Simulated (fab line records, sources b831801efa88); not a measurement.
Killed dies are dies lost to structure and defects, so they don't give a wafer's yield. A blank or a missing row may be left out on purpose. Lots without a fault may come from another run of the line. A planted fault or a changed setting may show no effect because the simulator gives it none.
Which tool did it? | flow gf180mcu | 12 lots, 36 wafers sampled, at 5 steps of a route of 602

WHAT THE GAUGES READ, wafer by wafer
GF_V5_THK_MEAS_03.
lot  | measured     | on            | V5_CVD_02_THK (nm)
L813 | day 26 05:15 | film_metro-01 | 1416 1446 1438
L815 | day 27 06:02 | film_metro-03 | 1455 1456 1449
L819 | day 28 15:49 | film_metro-01 | 1441 1458 1474
L820 | day 28 19:15 | film_metro-03 | 1453 1426 1469
L821 | day 28 20:25 | film_metro-01 | 1431 1487 1479
L823 | day 29 17:34 | film_metro-01 | 1450 1426 1455
L824 | day 29 18:01 | film_metro-02 | 1458 1448 1452
L825 | day 30 07:16 | film_metro-01 | 1425 1456 1462
L829 | day 31 09:50 | film_metro-03 | 1227 1206 1249
L830 | day 31 12:48 | film_metro-03 | 1251 1234 1246
L831 | day 32 01:53 | film_metro-01 | 1240 1231 1269
L836 | day 32 20:20 | film_metro-01 | 1443 1450 1470

GF_V5_CD_MEAS_14: target cd 260 nm.
lot  | measured     | on        | cd_nm (nm)
L813 | day 27 02:19 | cd_sem-01 | 259.4 260.2 261.3
L815 | day 28 02:24 | cd_sem-01 | 260.0 260.7 260.4
L819 | day 29 14:43 | cd_sem-01 | 259.0 259.7 259.2
L820 | day 29 16:50 | cd_sem-01 | 258.4 258.6 259.3
L821 | day 29 18:22 | cd_sem-02 | 259.8 262.0 261.5
L823 | day 30 12:38 | cd_sem-02 | 259.6 258.8 260.0
L824 | day 30 13:19 | cd_sem-01 | 259.2 259.0 258.8
L825 | day 31 01:34 | cd_sem-01 | 260.5 260.7 260.3
L829 | day 32 03:40 | cd_sem-02 | 259.5 260.9 261.3
L830 | day 32 06:19 | cd_sem-02 | 259.3 258.4 258.9
L831 | day 32 18:53 | cd_sem-01 | 260.0 260.6 260.4
L836 | day 33 13:03 | cd_sem-01 | 260.1 260.8 261.9

WHICH TOOL RAN EACH LOT (tool, then ch and the chambers of the sampled wafers, then the start)
lot  | GF_V4_ETCH_17                                 | GF_M5_ETCH_09                      | GF_V5_CVD_02
L813 | rie_diel-04 ch 0,1,3, day 26 04:20 or earlier | rie_diel-02 ch 0,2, day 26 04:20   | pecvd-03 ch 0,1, day 26 05:09
L815 | rie_diel-04 ch 0,1,2, day 27 04:56 or earlier | rie_diel-03 ch 1,3, day 27 04:56   | pecvd-03 ch 0, day 27 05:52
L819 | rie_diel-04 ch 0,2,3, day 28 14:53 or earlier | rie_diel-02 ch 0,2, day 28 14:53   | pecvd-03 ch 0,2, day 28 15:42
L820 | rie_diel-02 ch 1,2,3, day 28 18:20 or earlier | rie_diel-03 ch 0,1,3, day 28 18:20 | pecvd-03 ch 0,2, day 28 19:08
L821 | rie_diel-02 ch 1,2, day 28 19:29 or earlier   | rie_diel-03 ch 0,1,2, day 28 19:29 | pecvd-01 ch 0,1,2, day 28 20:18
L823 | rie_diel-01 ch 0,2, day 29 16:38 or earlier   | rie_diel-03 ch 2,3, day 29 16:38   | pecvd-03 ch 0,1,2, day 29 17:27
L824 | rie_diel-02 ch 0,2,3, day 29 17:07 or earlier | rie_diel-03 ch 1,2,3, day 29 17:07 | pecvd-04 ch 0,1,2, day 29 17:54
L825 | rie_diel-04 ch 1,2, day 30 06:23 or earlier   | rie_diel-02 ch 0,1,3, day 30 06:23 | pecvd-01 ch 0,1,2, day 30 07:10
L829 | rie_diel-02 ch 2,3, day 31 08:47 or earlier   | rie_diel-02 ch 0,3, day 31 08:47   | pecvd-03 ch 0,2, day 31 09:44
L830 | rie_diel-02 ch 0,1,2, day 31 11:55 or earlier | rie_diel-02 ch 2,3, day 31 11:55   | pecvd-03 ch 1,2, day 31 12:42
L831 | rie_diel-02 ch 1,2,3, day 32 00:59 or earlier | rie_diel-03 ch 0,1, day 32 00:59   | pecvd-03 ch 1,2, day 32 01:47
L836 | rie_diel-02 ch 0,2,3, day 32 19:23 or earlier | rie_diel-04 ch 1,2,3, day 32 19:23 | pecvd-01 ch 0,1, day 32 20:13
- GF_V4_ETCH_17: etches SiO2 in C4F8/O2/Ar, stops on TiN, target depth 630 nm.
- GF_M5_ETCH_09: etches Si3N4 in CF4/O2, target depth 52 nm, time 11.6 s.
- GF_V5_CVD_02: deposits SiO2 from TEOS, target thk 1450 nm, time 163.28 s.

WHAT THE TOOLS THEMSELVES READ (means of the sampled wafers that have a number; where no wafer has one, the mark that the record gives instead)
GF_V4_ETCH_17.
lot  | tool        | oes_product_au (a.u.)
L813 | rie_diel-04 | 0.852
L815 | rie_diel-04 | 0.860
L819 | rie_diel-04 | 0.855
L820 | rie_diel-02 | 0.850
L821 | rie_diel-02 | 0.857
L823 | rie_diel-01 | 0.856
L824 | rie_diel-02 | 0.855
L825 | rie_diel-04 | 0.855
L829 | rie_diel-02 | 0.856
L830 | rie_diel-02 | 0.858
L831 | rie_diel-02 | 0.853
L836 | rie_diel-02 | 0.860

GF_M5_ETCH_09.
lot  | tool        | drypump_motor_current_A (A) | oes_product_au (a.u.) | throttle_valve_pct (%)
L813 | rie_diel-02 | 5.7                         | 1.004                 | 5.978
L815 | rie_diel-03 | 5.9                         | 1.011                 | 5.972
L819 | rie_diel-02 | 5.8                         | 1.000                 | 5.975
L820 | rie_diel-03 | 5.8                         | 1.005                 | 5.980
L821 | rie_diel-03 | 5.7                         | 1.015                 | 5.974
L823 | rie_diel-03 | 6.0                         | 1.015                 | 5.983
L824 | rie_diel-03 | 5.9                         | 1.003                 | 5.975
L825 | rie_diel-02 | 5.6                         | 0.999                 | 5.975
L829 | rie_diel-02 | 5.9                         | 0.995                 | 5.976
L830 | rie_diel-02 | 5.8                         | 1.004                 | 5.963
L831 | rie_diel-03 | 5.6                         | 1.001                 | 5.979
L836 | rie_diel-04 | 6.2                         | 0.993                 | 5.964

GF_V5_CVD_02.
lot  | tool     | heater_power_w (W) | rf_fwd_power_W (W)
L813 | pecvd-03 | 578                | 597.2
L815 | pecvd-03 | 619                | 597.9
L819 | pecvd-03 | 668                | 596.6
L820 | pecvd-03 | 732                | 598.0
L821 | pecvd-01 | 624                | 598.1
L823 | pecvd-03 | 622                | 599.6
L824 | pecvd-04 | 578                | 596.8
L825 | pecvd-01 | 627                | 596.5
L829 | pecvd-03 | 780                | 358.2
L830 | pecvd-03 | 779                | 356.8
L831 | pecvd-03 | 715                | 359.1
L836 | pecvd-01 | 668                | 598.9

THE ANSWER, worked out from the rows above alone
Rule: what is usual is taken from the lots themselves. Put in order of their means at a reading, lots are off if they are a third of the lots or fewer, leave a main group of 4 or more, and stand apart from it by a gap of 3 or more times the standard deviation of the main group's means; of several such gaps the widest counts. A main group whose means are all the same, to the digits that the tables above print for the reading, isn't used. A lot without any number at a reading at which 4 lots or more have one is off too. The other lots that the step has rows for count as sound. The gauges are gone through in route order, then the tools' own readings, and for those a lot's mean is taken as printed above. The first step at which some lot is off is used, and at that step the reading that is off furthest; a lot without a number counts as furthest.
Off: L829, L830, L831, at GF_V5_THK_MEAS_03 (V5_CVD_02_THK). The main group: mean 1451 nm, standard deviation 8.6.
A tool fits if, at a process step before that reading, it ran every lot that is off, and no sound lot after the first of them. The gauges at GF_V5_THK_MEAS_03 aren't tried: what is off there is off at GF_V5_CVD_02 too, on other tools, and a gauge's error can't cause that. GF_V4_ETCH_17 gives no start for some lots, so the hours and the order of its lots are those of GF_M5_ETCH_09. One fits: pecvd-03 at GF_V5_CVD_02. Its last sound lot is L823 (day 29 17:27), its first lot that is off L829 (day 31 09:44): a fault that began between those two fits.
The tool's own readings at GF_V5_CVD_02 bear it out: on the lots that are off they differ by more than 5 times the standard deviation of the sound lots' means. rf_fwd_power_W reads 358.0 W there against 597.7 W on the sound lots.

WHAT THE SIMULATOR HAD PUT IN
Process parameter drift: pecvd-03, from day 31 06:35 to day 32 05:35, at GF_V5_CVD_02. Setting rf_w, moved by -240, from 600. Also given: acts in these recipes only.
Lots struck among those shown: L829, L830, L831. The rule above found the same.
